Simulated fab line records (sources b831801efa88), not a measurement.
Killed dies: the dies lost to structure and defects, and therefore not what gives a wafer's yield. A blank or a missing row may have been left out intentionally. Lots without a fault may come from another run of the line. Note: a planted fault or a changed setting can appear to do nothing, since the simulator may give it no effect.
fab line records	flow sky130
record lots=24	wafers=72	last-day=50
route steps=708 shown VIA1@472 METAL2@488 VIA2@508
lots that met no fault: taken from a fault-free run of the same line
start-h: the number of hours between the record's first day and the start of the first shown wafer of the lot	wait-h: hours from the lot's prior step to this one	" repeats the value in the row above	L1.1+2: a single row standing in for several wafers	- either no value or no given start	* or withheld: withheld	< > ~ a bound
route shown NAME@n: names a module that has steps shown in the file, with the first one's number in the route	usual: average and standard deviation across the fault-free wafers	same: alike in all rows	chamber/n: place in a boat	sites: each site's reading	_std_site: the standard deviation of these	_edge_site: inner sites' mean taken away from outer sites' mean	radius-mm: for every site, how far away it sits from the centre of the wafer	mask NAME#n: copy n	behind: the tool/chamber that last shaped the wafer	hold: cause of the lot's hold/its duration in hours/its outcome	device: the transistor (n, p or np) that didn't switch	end of line: at the end of the route, the tests of the same wafers	for a step that has no rows: nothing shown but its recipe	killed: the dies lost at the first sort to structure and to defects; this is not the yield of the wafer	map: dies across one wafer; x = killed, . = not, _ = none there
set.NAME: the setting that was run; set.NAME@STEP: the one run at that earlier step	model.NAME: the simulator's own value behind a step, which no gauge read
the route's steps for a sample of lots (tables are steps, rows are wafers)
services: when a tool's chamber went out of use (start-h, in hours from the record's first day, below 0 if earlier), for how many hours, and the reason
## steps
# step SKY_VIA1_ETCH_14
# recipe chemistry=N2/H2	target=BARC	ion-energy-ev=200	source-w=500	bias-w=100	pressure-mtorr=30	n2-flow-sccm=100	h2-flow-sccm=200	stop-on=SiO2	time-s=45.9	target-depth-a=600
# usual chamber-pressure-mTorr=30.002/0.026	drypump-motor-current-A=5.7/0.57	oes-product-au=0.854/0.0047	throttle-valve-pct=13.225/0.009
lot.wafer	tool	chamber	start-h	wait-h	chamber-pressure-mTorr	drypump-motor-current-A	oes-product-au	rf-hours-counter-h	throttle-valve-pct
L074.1	rie-diel-02	3	794.29	0.0	30.000	6.3	0.849	10	13.219
L074.2	"	2	"	"	30.046	6.1	0.849	14	13.222
L074.4	"	0	"	"	29.972	5.8	0.854	5	13.235
L075.2	rie-diel-02	0	799.44	0.0	30.002	5.8	0.851	5	13.226
L075.3	"	3	"	"	30.022	6.3	0.857	10	13.212
L075.4	"	2	"	"	29.982	6.1	0.849	14	13.205
L076.1	rie-diel-01	2	810.24	0.0	30.001	5.1	0.858	27	13.239
L076.2	"	3	"	"	29.991	5.4	0.850	21	13.232
L076.6	"	2	"	"	29.972	5.2	0.862	-	13.235
L077.1	rie-diel-01	3	835.39	0.0	30.005	5.4	0.854	21	13.231
L077.3	"	1	"	"	30.018	5.2	0.851	12	13.223
L077.6	"	2	"	"	29.999	5.1	0.847	-	13.229
L078.1	rie-diel-02	1	842.11	0.0	30.021	6.3	0.844	12	13.225
L078.5	"	0	"	"	30.039	5.8	0.856	-	13.219
L078.6	"	3	"	"	30.020	6.3	0.847	-	13.226
L079.3	rie-diel-03	0	851.79	0.0	30.007	4.7	0.851	18	13.212
L079.5	"	0	"	"	30.007	4.7	0.860	-	13.215
L079.6	"	2	"	"	30.004	5.5	0.846	-	13.226
L081.2	rie-diel-02	0	858.84	0.0	29.992	5.8	0.855	7	13.229
L081.4	"	1	"	"	30.074	6.3	0.863	12	13.231
L081.6	"	1	"	"	29.966	6.3	0.849	-	13.235
L080.4	rie-diel-03	2	860.54	0.0	29.932	5.5	0.854	-	13.216
L080.5	"	0	"	"	29.981	4.7	0.849	-	13.225
L080.6	"	1	"	"	30.028	4.7	0.851	-	13.223
L082.4	rie-diel-02	1	877.10	0.0	30.036	6.3	0.850	13	13.229
L082.5	"	3	"	"	30.015	6.3	0.857	-	13.222
L082.6	"	0	"	"	29.997	5.8	0.846	-	13.241
L084.1	rie-diel-02	3	879.91	0.0	30.024	6.3	0.857	13	13.226
L084.4	"	2	"	"	30.003	6.1	0.856	16	13.226
L084.6	"	1	"	"	29.990	6.3	0.856	-	13.228
L083.1	rie-diel-01	1	882.56	0.0	30.025	5.2	0.858	14	13.229
L083.2	"	0	"	"	29.956	6.5	0.859	5	13.223
L083.5	"	1	"	"	30.021	5.2	0.849	-	13.228
L085.3	rie-diel-02	2	886.49	0.0	30.025	6.0	0.858	16	13.219
L085.4	"	1	"	"	30.019	6.3	0.855	13	13.218
L085.6	"	0	"	"	30.033	5.8	0.857	-	13.213
L086.3	rie-diel-01	0	892.29	0.0	30.009	6.6	0.858	6	13.238
L086.5	"	3	"	"	29.969	5.4	0.858	-	13.218
L086.6	"	0	"	"	29.978	6.5	0.853	-	13.220
L087.2	rie-diel-01	0	912.16	0.0	30.008	6.5	0.850	7	13.230
L087.3	"	1	"	"	30.009	5.2	0.849	15	13.231
L087.6	"	1	"	"	30.016	5.2	0.858	-	13.217
L088.1	rie-diel-03	0	913.65	0.0	30.038	4.7	0.853	20	13.220
L088.2	"	1	"	"	29.996	4.7	0.855	9	13.238
L088.4	"	2	"	"	30.003	5.6	0.854	13	13.229
L089.1	rie-diel-02	3	918.51	0.0	30.035	6.3	0.856	14	13.218
L089.2	"	0	"	"	30.043	5.8	0.855	9	13.229
L089.5	"	3	"	"	29.988	6.3	0.856	-	13.235
L090.2	rie-diel-01	3	923.14	0.0	29.999	5.4	0.858	25	13.216
L090.4	"	2	"	"	30.010	5.2	0.851	1	13.226
L090.5	"	2	"	"	30.025	5.2	0.854	-	13.226
L091.1	rie-diel-02	0	924.75	0.0	29.997	5.8	0.860	9	13.240
L091.4	"	1	"	"	29.987	6.3	0.850	14	13.208
L091.5	"	2	"	"	29.974	6.1	0.865	-	13.225
L092.1	rie-diel-02	0	926.99	0.0	30.056	5.9	0.850	9	13.225
L092.3	"	3	"	"	30.018	6.3	0.846	14	13.237
L092.4	"	2	"	"	30.031	6.1	0.861	17	13.233
L093.1	rie-diel-03	1	940.16	0.0	30.026	4.7	0.850	10	13.225
L093.2	"	3	"	"	30.016	5.9	0.855	2	13.216
L093.6	"	1	"	"	29.992	4.7	0.853	-	13.222
L094.1	rie-diel-03	1	946.50	0.0	30.024	4.7	0.850	10	13.238
L094.5	"	2	"	"	29.982	5.5	0.853	-	13.224
L094.6	"	1	"	"	30.013	4.7	0.860	-	13.215
L095.1	rie-diel-01	3	958.29	0.0	29.971	5.5	0.854	26	13.230
L095.3	"	2	"	"	29.977	5.1	0.847	2	13.212
L095.6	"	2	"	"	29.995	5.1	0.853	-	13.218
L096.1	rie-diel-01	1	959.84	0.0	29.969	5.2	0.857	17	13.224
L096.5	"	3	"	"	30.030	5.4	0.847	-	13.223
L096.6	"	0	"	"	29.972	6.5	0.849	-	13.221
L097.2	rie-diel-03	2	960.90	0.0	29.999	5.5	0.855	14	13.222
L097.5	"	1	"	"	30.012	4.7	0.846	-	13.232
L097.6	"	2	"	"	29.981	5.5	0.858	-	13.231
# step SKY_VIA1_ETCH_15
# recipe target=SiO2	chemistry=C4F8/O2/Ar	target-depth-nm=351	stop-on=TiN	mask-material=KrF-thick	source-w=1500	bias-w=1200	pressure-mtorr=40	c4f8-flow-sccm=withheld	O2_flow_sccm=6	Ar_flow_sccm=300	time-s=54
# usual chamber-pressure-mTorr=40.00/0.039	oes-product-au=0.980/0.0064
lot.wafer	tool	chamber	start-h	wait-h	chamber-pressure-mTorr	oes-product-au	rf-hours-counter-h
L074.1	rie-diel-02	3	794.33	0.0	39.95	0.974	10
L074.2	"	2	"	"	39.91	0.987	14
L074.4	"	0	"	"	40.00	0.982	5
L075.2	rie-diel-02	0	799.48	0.0	39.99	0.988	5
L075.3	"	3	"	"	39.98	0.985	10
L075.4	"	2	"	"	40.09	0.978	14
L076.1	rie-diel-01	2	810.28	0.0	40.00	0.984	27
L076.2	"	3	"	"	40.04	0.976	21
L076.6	"	2	"	"	39.99	0.988	-
L077.1	rie-diel-01	3	835.43	0.0	39.94	0.979	21
L077.3	"	1	"	"	40.01	0.969	12
L077.6	"	2	"	"	39.97	0.982	-
L078.1	rie-diel-02	1	842.16	0.0	40.00	0.982	12
L078.5	"	0	"	"	40.13	0.983	-
L078.6	"	3	"	"	40.01	0.987	-
L079.3	rie-diel-03	0	851.83	0.0	39.96	0.983	18
L079.5	"	0	"	"	39.98	0.980	-
L079.6	"	2	"	"	40.03	0.993	-
L081.2	rie-diel-02	0	858.88	0.0	40.05	0.971	7
L081.4	"	1	"	"	40.00	0.974	12
L081.6	"	1	"	"	39.95	0.974	-
L080.4	rie-diel-03	2	860.58	0.0	40.04	0.989	-
L080.5	"	0	"	"	40.00	0.982	-
L080.6	"	1	"	"	39.99	0.982	-
L082.4	rie-diel-02	1	877.14	0.0	40.05	0.981	13
L082.5	"	3	"	"	40.01	0.976	-
L082.6	"	0	"	"	40.03	0.981	-
L084.1	rie-diel-02	3	879.96	0.0	39.99	0.973	13
L084.4	"	2	"	"	39.99	0.990	16
L084.6	"	1	"	"	40.00	0.982	-
L083.1	rie-diel-01	1	882.61	0.0	39.99	0.980	14
L083.2	"	0	"	"	40.03	0.988	5
L083.5	"	1	"	"	39.97	0.988	-
L085.3	rie-diel-02	2	886.53	0.0	39.97	0.981	16
L085.4	"	1	"	"	40.02	0.982	13
L085.6	"	0	"	"	40.01	0.981	-
L086.3	rie-diel-01	0	892.33	0.0	40.04	0.983	6
L086.5	"	3	"	"	39.98	0.973	-
L086.6	"	0	"	"	40.00	0.976	-
L087.2	rie-diel-01	0	912.21	0.0	40.04	0.974	7
L087.3	"	1	"	"	39.96	0.978	15
L087.6	"	1	"	"	39.98	0.975	-
L088.1	rie-diel-03	0	913.70	0.0	39.94	0.975	20
L088.2	"	1	"	"	40.01	0.973	9
L088.4	"	2	"	"	39.99	0.981	13
L089.1	rie-diel-02	3	918.56	0.0	39.96	0.986	14
L089.2	"	0	"	"	40.01	0.983	9
L089.5	"	3	"	"	40.03	0.976	-
L090.2	rie-diel-01	3	923.18	0.0	39.99	0.974	25
L090.4	"	2	"	"	39.99	0.974	1
L090.5	"	2	"	"	40.01	0.970	-
L091.1	rie-diel-02	0	924.80	0.0	40.02	0.975	9
L091.4	"	1	"	"	40.01	0.981	14
L091.5	"	2	"	"	39.97	0.990	-
L092.1	rie-diel-02	0	927.03	0.0	40.00	0.975	9
L092.3	"	3	"	"	40.05	0.980	14
L092.4	"	2	"	"	40.02	0.985	17
L093.1	rie-diel-03	1	940.21	0.0	40.01	0.979	10
L093.2	"	3	"	"	39.95	0.983	2
L093.6	"	1	"	"	39.96	0.980	-
L094.1	rie-diel-03	1	946.55	0.0	40.01	0.975	10
L094.5	"	2	"	"	39.97	0.983	-
L094.6	"	1	"	"	40.00	0.981	-
L095.1	rie-diel-01	3	958.33	0.0	39.99	0.976	26
L095.3	"	2	"	"	39.98	0.980	2
L095.6	"	2	"	"	40.05	0.967	-
L096.1	rie-diel-01	1	959.88	0.0	40.04	0.972	17
L096.5	"	3	"	"	40.04	0.968	-
L096.6	"	0	"	"	39.95	0.981	-
L097.2	rie-diel-03	2	960.95	0.0	40.05	0.982	14
L097.5	"	1	"	"	39.99	0.967	-
L097.6	"	2	"	"	40.00	0.976	-
# step SKY_VIA1_SPUTTER_20
# recipe material=TiN	target-thk-nm=20	chamber-pressure-pa=5	power-w=4000	time-s=80
# usual throttle-valve-pct=30.1/0.74
lot.wafer	tool	chamber	start-h	wait-h	throttle-valve-pct
L074.1	pvd-sputter-01	-	795.01	0.0	30.0
L074.2	"	-	"	"	30.5
L074.4	"	-	"	"	30.8
L075.2	pvd-sputter-02	-	800.16	0.0	28.9
L075.3	"	-	"	"	30.1
L075.4	"	-	"	"	31.2
L076.1	pvd-sputter-02	-	810.96	0.0	30.1
L076.2	"	-	"	"	28.6
L076.6	"	-	"	"	30.2
L077.1	pvd-sputter-04	-	836.07	0.0	30.0
L077.3	"	-	"	"	30.3
L077.6	"	-	"	"	30.3
L078.1	pvd-sputter-02	-	842.80	0.0	30.3
L078.5	"	-	"	"	30.5
L078.6	"	-	"	"	28.6
L079.3	pvd-sputter-02	-	852.47	0.0	28.6
L079.5	"	-	"	"	30.5
L079.6	"	-	"	"	28.5
L081.2	pvd-sputter-04	-	859.52	0.0	30.2
L081.4	"	-	"	"	30.2
L081.6	"	-	"	"	29.9
L080.4	pvd-sputter-04	-	861.20	0.0	29.7
L080.5	"	-	"	"	30.3
L080.6	"	-	"	"	29.5
L082.4	pvd-sputter-02	-	877.78	0.0	30.3
L082.5	"	-	"	"	28.7
L082.6	"	-	"	"	31.6
L084.1	pvd-sputter-01	-	880.60	0.0	30.5
L084.4	"	-	"	"	30.0
L084.6	"	-	"	"	30.7
L083.1	pvd-sputter-02	-	883.25	0.0	30.5
L083.2	"	-	"	"	31.2
L083.5	"	-	"	"	30.1
L085.3	pvd-sputter-04	-	887.17	0.0	30.1
L085.4	"	-	"	"	31.3
L085.6	"	-	"	"	30.3
L086.3	pvd-sputter-01	-	892.98	0.0	30.4
L086.5	"	-	"	"	30.1
L086.6	"	-	"	"	29.8
L087.2	pvd-sputter-02	-	912.85	0.0	30.3
L087.3	"	-	"	"	31.0
L087.6	"	-	"	"	28.6
L088.1	pvd-sputter-01	-	914.33	0.0	30.0
L088.2	"	-	"	"	30.4
L088.4	"	-	"	"	29.8
L089.1	pvd-sputter-02	-	919.20	0.0	30.0
L089.2	"	-	"	"	31.1
L089.5	"	-	"	"	30.7
L090.2	pvd-sputter-04	-	923.83	0.0	30.2
L090.4	"	-	"	"	31.1
L090.5	"	-	"	"	30.1
L091.1	pvd-sputter-02	-	925.47	0.0	28.8
L091.4	"	-	"	"	29.9
L091.5	"	-	"	"	28.7
L092.1	pvd-sputter-04	-	927.70	0.0	30.4
L092.3	"	-	"	"	31.2
L092.4	"	-	"	"	29.6
L093.1	pvd-sputter-01	-	940.85	0.0	30.1
L093.2	"	-	"	"	30.5
L093.6	"	-	"	"	29.7
L094.1	pvd-sputter-02	-	947.21	0.0	28.7
L094.5	"	-	"	"	30.0
L094.6	"	-	"	"	31.1
L095.1	pvd-sputter-02	-	958.97	0.0	30.0
L095.3	"	-	"	"	30.3
L095.6	"	-	"	"	30.4
L096.1	pvd-sputter-02	-	960.52	0.0	29.8
L096.5	"	-	"	"	30.4
L096.6	"	-	"	"	28.7
L097.2	pvd-sputter-01	-	961.58	0.0	30.0
L097.5	"	-	"	"	30.0
L097.6	"	-	"	"	30.4
# step SKY_METAL2_RS_MEAS_05
# recipe thk-meas-gauge=four-point-probe	reads=TiN_of_METAL2_SPUTTER_04+Ti_of_METAL2_SPUTTER_03+AlCu_of_METAL2_SPUTTER_02+TiN_of_METAL2_SPUTTER_01+Ti_of_METAL2_SPUTTER_00
# usual METAL2_ALCU_RS=0.1264/0.001
lot.wafer	tool	chamber	start-h	wait-h	METAL2_ALCU_RS[ohm/sq]
L074.1	film-metro-03	-	795.78	0.0	0.1269
L074.2	"	-	"	"	0.1266
L074.4	"	-	"	"	0.1272
L075.2	film-metro-04	-	800.95	0.0	0.1246
L075.3	"	-	"	"	0.1253
L075.4	"	-	"	"	0.1255
L076.1	film-metro-03	-	811.73	0.0	0.1265
L076.2	"	-	"	"	0.1260
L076.6	"	-	"	"	0.1267
L077.1	film-metro-01	-	836.84	0.0	0.1282
L077.3	"	-	"	"	0.1277
L077.6	"	-	"	"	0.1294
L078.1	film-metro-03	-	843.57	0.0	0.1268
L078.5	"	-	"	"	0.1268
L078.6	"	-	"	"	0.1272
L079.3	film-metro-03	-	853.28	0.1	0.1271
L079.5	"	-	"	"	0.1269
L079.6	"	-	"	"	0.1273
L081.2	film-metro-01	-	860.31	0.0	0.1266
L081.4	"	-	"	"	0.1273
L081.6	"	-	"	"	0.1268
L080.4	film-metro-04	-	862.03	0.1	0.1260
L080.5	"	-	"	"	0.1261
L080.6	"	-	"	"	0.1259
L082.4	film-metro-03	-	878.62	0.1	0.1252
L082.5	"	-	"	"	0.1262
L082.6	"	-	"	"	0.1260
L084.1	film-metro-01	-	881.37	0.0	0.1275
L084.4	"	-	"	"	0.1279
L084.6	"	-	"	"	0.1270
L083.1	film-metro-01	-	884.02	0.0	0.1245
L083.2	"	-	"	"	0.1257
L083.5	"	-	"	"	0.1250
L085.3	film-metro-01	-	887.99	0.1	0.1266
L085.4	"	-	"	"	0.1262
L085.6	"	-	"	"	0.1268
L086.3	film-metro-04	-	893.79	0.1	0.1264
L086.5	"	-	"	"	0.1275
L086.6	"	-	"	"	0.1270
L087.2	film-metro-03	-	913.64	0.0	0.1267
L087.3	"	-	"	"	0.1271
L087.6	"	-	"	"	0.1269
L088.1	film-metro-04	-	915.22	0.0	0.1274
L088.2	"	-	"	"	0.1267
L088.4	"	-	"	"	0.1261
L089.1	film-metro-04	-	919.97	0.0	0.1259
L089.2	"	-	"	"	0.1258
L089.5	"	-	"	"	0.1262
L090.2	film-metro-01	-	924.62	0.0	0.1253
L090.4	"	-	"	"	0.1265
L090.5	"	-	"	"	0.1264
L091.1	film-metro-03	-	926.25	0.0	0.1256
L091.4	"	-	"	"	0.1260
L091.5	"	-	"	"	0.1267
L092.1	film-metro-03	-	928.47	0.0	0.1278
L092.3	"	-	"	"	0.1247
L092.4	"	-	"	"	0.1275
L093.1	film-metro-04	-	941.90	0.0	0.1244
L093.2	"	-	"	"	0.1242
L093.6	"	-	"	"	0.1257
L094.1	film-metro-04	-	947.99	0.0	0.1243
L094.5	"	-	"	"	0.1245
L094.6	"	-	"	"	0.1238
L095.1	film-metro-04	-	959.74	0.0	0.1264
L095.3	"	-	"	"	0.1265
L095.6	"	-	"	"	0.1275
L096.1	film-metro-01	-	961.29	0.0	0.1281
L096.5	"	-	"	"	0.1286
L096.6	"	-	"	"	0.1269
L097.2	film-metro-04	-	962.38	0.0	0.1260
L097.5	"	-	"	"	0.1258
L097.6	"	-	"	"	0.1249
# step SKY_METAL2_ETCH_18
# recipe chemistry=N2/H2	target=BARC	ion-energy-ev=200	bias-w=100	pressure-mtorr=30	n2-flow-sccm=100	h2-flow-sccm=200	icp-w=500	stop-on=SiO2	time-s=45.9	target-depth-a=600
# usual chamber-pressure-mTorr=30.00/0.039	drypump-motor-current-A=5.5/0.81	oes-product-au=0.855/0.0051	throttle-valve-pct=13.224/0.0093
lot.wafer	tool	chamber	start-h	wait-h	chamber-pressure-mTorr	drypump-motor-current-A	oes-product-au	rf-hours-counter-h	throttle-valve-pct
L074.1	rie-metal-01	1	822.12	0.0	29.98	4.7	0.855	8	13.215
L074.2	"	0	"	"	30.01	5.0	0.864	18	13.233
L074.4	"	1	"	"	30.01	4.7	0.854	-	13.213
L075.2	rie-metal-02	0	826.92	0.0	29.99	6.8	0.851	10	13.207
L075.3	"	0	"	"	30.00	6.8	0.860	-	13.223
L075.4	"	1	"	"	30.01	5.1	0.858	-	13.243
L076.1	rie-metal-02	0	837.57	0.0	29.99	6.8	0.863	10	13.244
L076.2	"	1	"	"	29.95	5.1	0.848	18	13.228
L076.6	"	0	"	"	29.95	6.8	0.856	-	13.211
L077.1	rie-metal-02	0	863.42	0.0	30.02	6.8	0.852	11	13.219
L077.3	"	0	"	"	29.99	6.8	0.856	-	13.226
L077.6	"	0	"	"	30.00	6.8	0.848	-	13.219
L078.1	rie-metal-02	0	869.70	0.1	29.98	6.8	0.854	11	13.225
L078.5	"	0	"	"	30.06	6.8	0.856	-	13.228
L078.6	"	0	"	"	30.00	6.8	0.846	-	13.236
L079.3	rie-metal-03	0	879.35	0.0	30.01	6.1	0.858	-	13.242
L079.5	"	1	"	"	30.01	5.2	0.854	-	13.220
L079.6	"	0	"	"	30.04	6.1	0.853	-	13.204
L081.2	rie-metal-01	1	886.58	0.1	30.01	4.7	0.856	-	13.217
L081.4	"	1	"	"	29.97	4.7	0.854	-	13.237
L081.6	"	1	"	"	30.02	4.7	0.847	-	13.228
L080.4	rie-metal-01	1	888.27	0.1	30.04	4.7	0.861	-	13.244
L080.5	"	1	"	"	29.95	4.7	0.848	-	13.220
L080.6	"	1	"	"	29.98	4.7	0.859	-	13.214
L082.4	rie-metal-03	1	904.65	0.0	29.95	5.2	0.847	-	13.231
L082.5	"	0	"	"	29.98	6.0	0.860	-	13.220
L082.6	"	1	"	"	29.95	5.2	0.854	-	13.213
L084.1	rie-metal-01	0	907.67	0.0	30.02	5.0	0.853	0	13.216
L084.4	"	0	"	"	29.72	5.1	0.859	-	13.224
L084.6	"	1	"	"	29.95	4.7	0.864	-	13.221
L083.1	rie-metal-02	1	910.22	0.0	30.01	5.1	0.851	1	13.205
L083.2	"	0	"	"	29.99	6.8	0.851	14	13.229
L083.5	"	1	"	"	30.03	5.1	0.849	-	13.228
L085.3	rie-metal-03	0	913.85	0.0	29.97	6.1	0.854	-	13.221
L085.4	"	1	"	"	30.00	5.1	0.858	-	13.216
L085.6	"	0	"	"	30.03	6.1	0.858	-	13.234
L086.3	rie-metal-02	1	918.96	0.0	30.02	5.1	0.853	-	13.236
L086.5	"	0	"	"	29.94	6.8	0.858	-	13.233
L086.6	"	1	"	"	29.97	5.1	0.848	-	13.218
L087.2	rie-metal-01	1	938.73	0.0	30.02	4.7	0.859	14	13.225
L087.3	"	1	"	"	30.02	4.7	0.850	-	13.213
L087.6	"	0	"	"	30.01	5.0	0.853	-	13.233
L088.1	rie-metal-02	0	940.24	0.0	30.02	6.8	0.853	15	13.230
L088.2	"	1	"	"	30.05	5.1	0.862	2	13.237
L088.4	"	1	"	"	29.97	5.1	0.850	-	13.220
L089.1	rie-metal-02	1	945.12	0.0	30.00	5.1	0.861	3	13.224
L089.2	"	0	"	"	29.99	6.8	0.850	15	13.222
L089.5	"	0	"	"	30.02	6.8	0.856	-	13.232
L090.2	rie-metal-02	1	948.83	0.0	30.02	5.1	0.863	3	13.217
L090.4	"	0	"	"	29.98	6.8	0.853	-	13.241
L090.5	"	0	"	"	30.00	6.7	0.853	-	13.224
L091.1	rie-metal-03	1	951.32	0.0	29.99	5.1	0.852	7	13.204
L091.4	"	0	"	"	29.97	6.0	0.856	-	13.232
L091.5	"	0	"	"	29.96	6.0	0.854	-	13.227
L092.1	rie-metal-02	0	953.22	0.0	29.99	6.8	0.852	16	13.215
L092.3	"	1	"	"	29.92	5.1	0.854	-	13.230
L092.4	"	0	"	"	30.00	6.8	0.858	-	13.217
L093.1	rie-metal-01	0	966.18	0.0	30.01	5.0	0.853	3	13.233
L093.2	"	1	"	"	29.98	4.7	0.856	16	13.223
L093.6	"	1	"	"	30.01	4.7	0.852	-	13.215
L094.1	rie-metal-01	1	971.93	0.0	30.00	4.7	0.855	16	13.221
L094.5	"	1	"	"	30.05	4.7	0.840	-	13.241
L094.6	"	0	"	"	30.02	5.0	0.853	-	13.223
L095.1	rie-metal-02	0	983.69	0.0	30.01	6.8	0.850	17	13.222
L095.3	"	0	"	"	30.04	6.8	0.856	-	13.228
L095.6	"	0	"	"	29.99	6.8	0.865	-	13.221
L096.1	rie-metal-01	0	984.37	0.0	30.04	5.0	0.855	4	13.222
L096.5	"	0	"	"	29.96	5.1	0.848	-	13.222
L096.6	"	1	"	"	29.97	4.7	0.864	-	13.238
L097.2	rie-metal-01	1	985.88	0.0	29.98	4.7	0.861	17	13.235
L097.5	"	0	"	"	30.04	5.0	0.854	-	13.228
L097.6	"	1	"	"	30.01	4.7	0.846	-	13.234
# step SKY_VIA2_THK_MEAS_01
# recipe reads=SiO2_of_VIA2_HDPCVD_00
# usual VIA2_HDPCVD_THK=1142/9.5
lot.wafer	tool	chamber	start-h	wait-h	VIA2_HDPCVD_THK[nm]
L074.1	film-metro-01	-	823.01	0.1	1128
L074.2	"	-	"	"	1138
L074.4	"	-	"	"	1131
L075.2	film-metro-01	-	827.82	0.1	1142
L075.3	"	-	"	"	1144
L075.4	"	-	"	"	1138
L076.1	film-metro-03	-	838.45	0.1	1153
L076.2	"	-	"	"	1150
L076.6	"	-	"	"	1161
L077.1	film-metro-03	-	864.31	0.1	1147
L077.3	"	-	"	"	1150
L077.6	"	-	"	"	1146
L078.1	film-metro-03	-	870.73	0.1	1144
L078.5	"	-	"	"	1147
L078.6	"	-	"	"	1138
L079.3	film-metro-02	-	880.25	0.1	1141
L079.5	"	-	"	"	1140
L079.6	"	-	"	"	1140
L081.2	film-metro-03	-	887.59	0.1	1133
L081.4	"	-	"	"	1141
L081.6	"	-	"	"	1137
L080.4	film-metro-02	-	889.27	0.0	1136
L080.5	"	-	"	"	1128
L080.6	"	-	"	"	1135
L082.4	film-metro-01	-	905.57	0.0	1152
L082.5	"	-	"	"	1139
L082.6	"	-	"	"	1156
L084.1	film-metro-03	-	908.58	0.1	1138
L084.4	"	-	"	"	1148
L084.6	"	-	"	"	1141
L083.1	film-metro-02	-	911.09	0.1	1137
L083.2	"	-	"	"	1139
L083.5	"	-	"	"	1152
L085.3	film-metro-01	-	914.76	0.1	1171
L085.4	"	-	"	"	1144
L085.6	"	-	"	"	1149
L086.3	film-metro-01	-	919.86	0.1	1155
L086.5	"	-	"	"	1156
L086.6	"	-	"	"	1149
L087.2	film-metro-03	-	939.61	0.1	1148
L087.3	"	-	"	"	1149
L087.6	"	-	"	"	1132
L088.1	film-metro-03	-	941.15	0.1	1138
L088.2	"	-	"	"	1142
L088.4	"	-	"	"	1140
L089.1	film-metro-03	-	945.99	0.1	1139
L089.2	"	-	"	"	1139
L089.5	"	-	"	"	1145
L090.2	film-metro-02	-	949.71	0.1	1141
L090.4	"	-	"	"	1148
L090.5	"	-	"	"	1138
L091.1	film-metro-01	-	952.23	0.1	1130
L091.4	"	-	"	"	1144
L091.5	"	-	"	"	1131
L092.1	film-metro-01	-	954.11	0.1	1142
L092.3	"	-	"	"	1139
L092.4	"	-	"	"	1146
L093.1	film-metro-01	-	967.10	0.1	1134
L093.2	"	-	"	"	1127
L093.6	"	-	"	"	1127
L094.1	film-metro-03	-	972.86	0.1	1142
L094.5	"	-	"	"	1147
L094.6	"	-	"	"	1141
L095.1	film-metro-02	-	984.64	0.1	1120
L095.3	"	-	"	"	1120
L095.6	"	-	"	"	1117
L096.1	film-metro-01	-	985.26	0.1	1141
L096.5	"	-	"	"	1150
L096.6	"	-	"	"	1151
L097.2	film-metro-02	-	986.80	0.1	1147
L097.5	"	-	"	"	1138
L097.6	"	-	"	"	1143
## services
tool	chamber	start-h	hours	kind
rie-diel-03	3	777.58	3.3	repair
rie-diel-02	2	801.45	6.5	repair
rie-diel-02	3	803.90	3.2	repair
rie-diel-01	1	805.73	5.0	repair
rie-metal-02	-	808.40	2.8	pm
rie-diel-01	1	811.31	5.1	repair
rie-metal-01	-	828.85	0.3	repair
rie-diel-01	2	841.89	2.5	repair
rie-diel-03	3	848.24	-	clean
rie-diel-03	3	848.24	15.0	scheduled-down
rie-diel-02	-	854.07	0.7	repair
rie-diel-01	2	868.22	-	clean
rie-diel-01	2	868.22	21.9	scheduled-down
rie-diel-01	2	868.22	21.9	vent-cycle
rie-diel-03	2	870.05	7.4	repair
rie-diel-01	0	874.17	6.3	repair
pvd-sputter-01	-	895.84	12.0	repair
rie-diel-03	-	903.88	3.2	repair
rie-diel-02	1	907.00	5.2	repair
rie-diel-03	0	939.51	16.7	repair
pvd-sputter-01	-	942.08	3.2	repair
pvd-sputter-04	-	943.85	4.6	repair
rie-diel-02	3	943.89	4.0	repair
pvd-sputter-04	-	964.83	0.5	repair
## key
fault none
